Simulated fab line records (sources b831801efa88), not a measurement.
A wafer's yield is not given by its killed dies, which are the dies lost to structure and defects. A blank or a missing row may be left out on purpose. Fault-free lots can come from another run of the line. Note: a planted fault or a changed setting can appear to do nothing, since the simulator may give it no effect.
Which tool was responsible? / flow gf180mcu / Sampling: 6 lots, 18 wafers, 3 of 602 route steps

## WHAT EACH GAUGE READ, for each wafer
GF_PASSIVATION_THK_MEAS_01.
lot=L109; measured=day 29 00:59; on=film-metro-01; PASSIVATION_CVD_00_THK (nm)=987 992 994
lot=L111; measured=day 29 06:20; on=film-metro-02; PASSIVATION_CVD_00_THK (nm)=990 997 995
lot=L116; measured=day 30 20:43; on=film-metro-02; PASSIVATION_CVD_00_THK (nm)=984 1008 1006
lot=L121; measured=day 32 10:22; on=film-metro-02; PASSIVATION_CVD_00_THK (nm)=995 992 1015
lot=L127; measured=day 33 16:41; on=film-metro-03; PASSIVATION_CVD_00_THK (nm)=1107 1126 1120
lot=L130; measured=day 34 04:07; on=film-metro-03; PASSIVATION_CVD_00_THK (nm)=980 994 1009

## WHICH TOOL RAN EACH LOT (tool, then ch and the chambers of the sampled wafers, then the start)
lot=L109; GF_TOP_METAL_SPUTTER_04=pvd-sputter-02, day 28 04:29; GF_PASSIVATION_CVD_00=pecvd-01 ch 0,1, day 29 00:53
lot=L111; GF_TOP_METAL_SPUTTER_04=pvd-sputter-03, day 28 09:50; GF_PASSIVATION_CVD_00=pecvd-01 ch 0,1,2, day 29 06:16
lot=L116; GF_TOP_METAL_SPUTTER_04=pvd-sputter-04, day 30 01:59; GF_PASSIVATION_CVD_00=pecvd-04 ch 0,1,2, day 30 20:38
lot=L121; GF_TOP_METAL_SPUTTER_04=pvd-sputter-04, day 31 16:22; GF_PASSIVATION_CVD_00=pecvd-03 ch 1,2, day 32 10:17
lot=L127; GF_TOP_METAL_SPUTTER_04=pvd-sputter-04, day 33 00:05; GF_PASSIVATION_CVD_00=pecvd-04 ch 0,1,2, day 33 16:36
lot=L130; GF_TOP_METAL_SPUTTER_04=pvd-sputter-04, day 33 12:08; GF_PASSIVATION_CVD_00=pecvd-01 ch 0,2, day 34 04:01
- GF_TOP_METAL_SPUTTER_04: material TiN, target thk 25 nm, time 20.8 s.
- GF_PASSIVATION_CVD_00: deposits SiO2 from TEOS, target thk 1000 nm, time 111.95 s.

## THE ANSWER, worked out from the rows above alone
Rule: the usual values come from the lots themselves. Put in order of their means at a reading, lots are off if they are a third of the lots or fewer, leave a main group of 4 or more, and stand apart from it by a gap of 3 or more times the standard deviation of the main group's means; of several such gaps the widest counts. If all means in a main group match to the digits the tables above print for the reading, that group is not used. Also off: a lot with no number at a reading for which 4 or more lots have one. All remaining lots with rows at the step are treated as sound.
Off: at GF_PASSIVATION_THK_MEAS_01 (PASSIVATION_CVD_00_THK), L127. The main group has a mean of 996 nm with a standard deviation of 3.6.
If a tool, at a process step before that reading, ran all the lots that are off and no sound lot after the first of them, it fits. The gauges at GF_PASSIVATION_THK_MEAS_01 are tried like those tools. One fits: GF_PASSIVATION_CVD_00 on pecvd-04. Its last sound lot is L116 (day 30 20:38), its first lot that is off L127 (day 33 16:36): a fault that began between those two fits.

## WHAT HAD BEEN PUT IN BY THE SIMULATOR
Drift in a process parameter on pecvd-04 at GF_PASSIVATION_CVD_00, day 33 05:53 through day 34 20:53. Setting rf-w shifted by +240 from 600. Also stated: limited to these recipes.
Struck lots among those shown: L127. The rule above reached the same finding.
